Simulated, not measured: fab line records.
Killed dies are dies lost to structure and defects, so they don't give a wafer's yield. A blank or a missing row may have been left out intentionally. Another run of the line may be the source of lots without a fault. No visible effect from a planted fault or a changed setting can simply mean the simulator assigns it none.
Code-filled problem report in 8D (eight disciplines) form + flow sky130 + the parts of the form that need people (team, actions taken, sign-off) are left out

## 1. WHAT WENT WRONG
Wafers with no fault read 0.866 a.u. with a standard deviation of 0.0062, whereas oes-product-au at SKY_METAL4_METAL_ETCH_18 reads a mean of 0.726 a.u. on 1 wafer of 1 lot. That puts it -23 standard deviations away from the usual mean.
The step: etches the open film in Cl2/BCl3, stops on SiO2, target depth 845 nm, time 183.1 s.
The first sign was on wafer L663.4 at day 46 08:20, on rie-metal-04. At this step, 36 wafers from 13 lots have a number in the record. By rule, "out" or "out of limits" means more than 4 standard deviations away from the usual mean. Any other wafer with a number is counted as sound.

## 2. WHAT IT IS, WHAT IT ISN'T
| question                    | is                | is not                                                                 |
|-----------------------------|-------------------|------------------------------------------------------------------------|
| which readings at this step | oes-product-au    | drypump-motor-current-A, rf-fwd-power-W, throttle-valve-pct            |
| which lots                  | L663              | L647, L648, L649, L651, L652, L654, L655, L657, L658, L659, L660, L666 |
| which wafers of those lots  | L663.4            | L663.1                                                                 |
| read on which tools         | rie-metal-04      | rie-metal-02, rie-metal-03                                             |
| when                        | from day 46 08:20 | up to then (34 sound wafers); but 1 sound wafer of L666 came after     |

## 3. THE SUSPECTS, EACH WITH WHAT RULES IT OUT
Counting: if a tool at a process step up to the reading ran every lot that is out, it stays a suspect. Sound lots after the first of them don't rule it out here, since some wafers of a struck lot are sound.
- rie-metal-01 at SKY_METAL3_DESCUM_15 (chemistry O2, time 8 s): kept. L663, the lot that is out, went through it at day 43 12:10; up to then, the latest sound lot through it was L660 at day 42 18:16.
- cmp-01 at SKY_VIA3_CMP_02 (polishes SiO2): kept. L663, the lot that is out, went through it at day 43 13:19; up to then, the latest sound lot through it was L660 at day 42 19:25.
- rie-diel-04 at SKY_VIA3_ETCH_14 (etches BARC in N2/H2, stops on SiO2, time 45.9 s, target depth 60 nm): kept. L663, the lot that is out, went through it at day 44 12:10; up to then, the latest sound lot through it was L654 at day 41 21:31.
- rie-metal-04 at SKY_METAL4_METAL_ETCH_18 (etches the open film in Cl2/BCl3, stops on SiO2, target depth 845 nm, time 183.1 s): kept. L663, the lot that is out, went through it at day 46 08:20; up to then, the latest sound lot through it was L660 at day 45 17:50. Its own oes-product-au readings are out on those wafers.
- Within rie-metal-01 at SKY_METAL3_DESCUM_15, the wafers that are out were processed in chamber 1 and their sound lot-mates in chamber 0.
- Within cmp-01 at SKY_VIA3_CMP_02, the wafers that are out were processed in chamber 1 and their sound lot-mates in chamber 3.
- Within rie-diel-04 at SKY_VIA3_ETCH_14, the wafers that are out were processed in chamber 2 and their sound lot-mates in chamber 0.
- Within rie-metal-04 at SKY_METAL4_METAL_ETCH_18, the wafers that are out were processed in chamber 1 and their sound lot-mates in chamber 0.
Left after counting: rie-metal-01 at SKY_METAL3_DESCUM_15, cmp-01 at SKY_VIA3_CMP_02, rie-diel-04 at SKY_VIA3_ETCH_14, rie-metal-04 at SKY_METAL4_METAL_ETCH_18.

## 4. THE CAUSE (what the simulator had put in)
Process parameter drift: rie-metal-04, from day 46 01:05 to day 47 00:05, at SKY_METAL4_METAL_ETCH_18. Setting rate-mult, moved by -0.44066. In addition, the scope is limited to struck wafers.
This tool is one of the 4 suspects left after counting.

## 5. THE CHAIN OF EFFECTS, in route order
Rows list readings where the struck wafers' mean (over those with a number) sits beyond 3 standard deviations from the usual. Readings are gone through only where the record gives a usual standard deviation; hours: the median, over the lots, of the time from a lot's start at the first step in this table giving one to that lot's start at this step; sigmas: the change measured in usual standard deviations.
| hours | step                     | reading                  | usual      | on struck wafers | change | sigmas |
|-------|--------------------------|--------------------------|------------|------------------|--------|--------|
| 0     | SKY_METAL4_METAL_ETCH_18 | oes-product-au           | 0.866 a.u. | 0.726            | -0.140 | -23    |
| 0     | SKY_METAL4_STRIP_19      | oes-product-au           | 0.503 a.u. | 0.598            | +0.095 | +17    |
| 0     | SKY_METAL4_STRIP_19      | strip-time-to-endpoint-s | 6.56 s     | 8.91             | +2.35  | +29    |
Here are the process steps it includes:
- SKY_METAL4_METAL_ETCH_18: etches the open film in Cl2/BCl3, stops on SiO2, target depth 845 nm, time 183.1 s.
- SKY_METAL4_STRIP_19: strips in O2/N2.

## 6. HOW IT WOULD HAVE BEEN CAUGHT EARLIER
In this record the first reading out of limits was taken at day 46 08:20, 7 hours after the fault began at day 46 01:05.
